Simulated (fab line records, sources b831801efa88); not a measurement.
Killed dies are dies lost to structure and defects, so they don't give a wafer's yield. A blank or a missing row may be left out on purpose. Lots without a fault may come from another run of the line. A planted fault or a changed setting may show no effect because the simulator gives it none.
One fault seen from 2 desks | flow sky130 | each desk has only its own numbers; what lay behind them comes last

THE METROLOGY DESK
What the gauges read, lot by lot, whatever tool the lot ran on: means of the sampled wafers that have a number. A lot is out of limits, marked OUT, if its mean lies more than 4 standard deviations from the usual mean; the brackets give that distance.
Columns: A = SD_P_TW at SKY_SD_P_TW_MEAS_11, usual 2815
lot  | first seen here | A
L119 | day 25 17:26    | 2788
L120 | day 25 21:56    | 2817
L121 | day 25 23:37    | 2825
L123 | day 26 04:29    | 2805
L122 | day 26 15:35    | 2801
L129 | day 28 16:59    | 2841
L132 | day 29 16:29    | 2834
L137 | day 31 11:05    | 2804
L138 | day 31 20:50    | 2807
L140 | day 32 10:38    | 2832
L141 | day 32 18:47    | 2835
L142 | day 33 10:56    | 2830
This desk's finding: nothing out of limits on any of the 12 lots.

THE TOOL OWNER'S DESK: rie_diel-02
The tool's own readings at SKY_FIELD_ISO_ETCH_14 (etches BARC in N2/H2, stops on SiO2, time 45.9 s, target depth 60 nm): means of the sampled wafers that have a number, for each lot that ran on this tool. A lot is out of limits, marked OUT, if its mean lies more than 4 standard deviations from the usual mean; the brackets give that distance.
Columns: A = chamber_pressure_mTorr at SKY_FIELD_ISO_ETCH_14, usual 29.999 mTorr; B = drypump_motor_current_A at SKY_FIELD_ISO_ETCH_14, usual 5.7 A; C = oes_product_au at SKY_FIELD_ISO_ETCH_14, usual 0.863 a.u.; D = run_length_s at SKY_FIELD_ISO_ETCH_14, usual 74.1 s; E = throttle_valve_pct at SKY_FIELD_ISO_ETCH_14, usual 13.227 %
lot  | first seen here | A      | B   | C               | D              | E
L121 | day 2 15:14     | 29.979 | 5.5 | 0.865           | 73.8           | 13.227
L123 | day 3 01:00     | 30.002 | 5.4 | 0.863           | 73.6           | 13.223
L128 | day 4 04:54     | 29.976 | 5.5 | 0.983 (+25) OUT | 33.6 (-78) OUT | 13.236
L131 | day 4 19:05     | 29.975 | 5.8 | 1.008 (+30) OUT | 33.2 (-79) OUT | 13.254
This desk's finding: out of limits on L128, L131; first on L128, day 4 04:54 (oes_product_au at SKY_FIELD_ISO_ETCH_14). In limits: L121, L123.

PUT TOGETHER
The tool owner's desk could have raised an alarm at day 4 04:54, on L128, L131.
The metrology desk saw nothing out of limits.
The metrology desk has no number on record for L128, L131.
Of the lots named, all ran SKY_FIELD_ISO_ETCH_14 on rie_diel-02.

WHAT THE SIMULATOR HAD PUT IN
Process parameter drift: rie_diel-02, from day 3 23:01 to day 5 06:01, at SKY_FIELD_ISO_ETCH_14. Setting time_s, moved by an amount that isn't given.
Lots struck among those shown: L128, L131.
Hours from the fault's start to each desk's first reading out of limits: the tool owner's desk, 6.
